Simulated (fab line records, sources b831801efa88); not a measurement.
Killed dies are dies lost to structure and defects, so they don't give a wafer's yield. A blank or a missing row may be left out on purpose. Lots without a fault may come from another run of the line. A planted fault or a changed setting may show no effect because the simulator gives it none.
Chamber matching | flow gf180mcu | GF_CONTACT_CMP_04 on cmp-02: 4 sister chambers
The step polishes SiO2. 8 wafers are shown with their chamber, then 7 later ones without.

WAFERS WITH THEIR CHAMBER
wafer  | chamber | motor_current_A (A) | time_to_endpoint_s (s)
L075.4 | 3       | 12.8                | 116
L075.5 | 0       | 10.6                | 115
L075.6 | 1       | 10.3                | 110
L077.1 | 0       | 10.6                | 109
L077.2 | 1       | 9.9                 | 98
L077.5 | 2       | 9.2                 | 108
L086.1 | 2       | 9.5                 | 110
L086.2 | 3       | 12.6                | 115

WAFERS WITHOUT THEIR CHAMBER
wafer  | motor_current_A (A) | time_to_endpoint_s (s)
L086.3 | 10.4                | 108
L087.2 | 10.5                | 110
L087.3 | 10.8                | 117
L087.4 | 9.1                 | 113
L090.1 | 9.7                 | 105
L090.3 | 9.1                 | 112
L090.4 | 10.4                | 115

WHICH CHAMBER EACH WENT THROUGH
wafer  | from the rows above     | in truth
L086.3 | can't be placed: 0 or 1 | 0
L087.2 | can't be placed: 0 or 1 | 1
L087.3 | 0                       | 0
L087.4 | 2                       | 2
L090.1 | can't be placed: 2 or 1 | 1
L090.3 | 2                       | 2
L090.4 | can't be placed: 0 or 1 | 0
Placed correctly: 3 of 7. Can't be placed from these rows: 4 (the true chamber is among the candidates in 4). Placed wrongly: 0.
How it was worked out, from the rows above alone: a wafer's distance from a chamber is the root of the sum, over the readings, of the square of ((its reading less the chamber's mean) divided by the reading's scatter). The wafer belongs to the nearest chamber; if the next one is less than 2 further off, it can't be placed. A chamber's mean is the mean of its shown wafers. The scatter: the root of (the sum of the squares of (reading less its chamber's mean) over the shown wafers, divided by (wafers less chambers)).
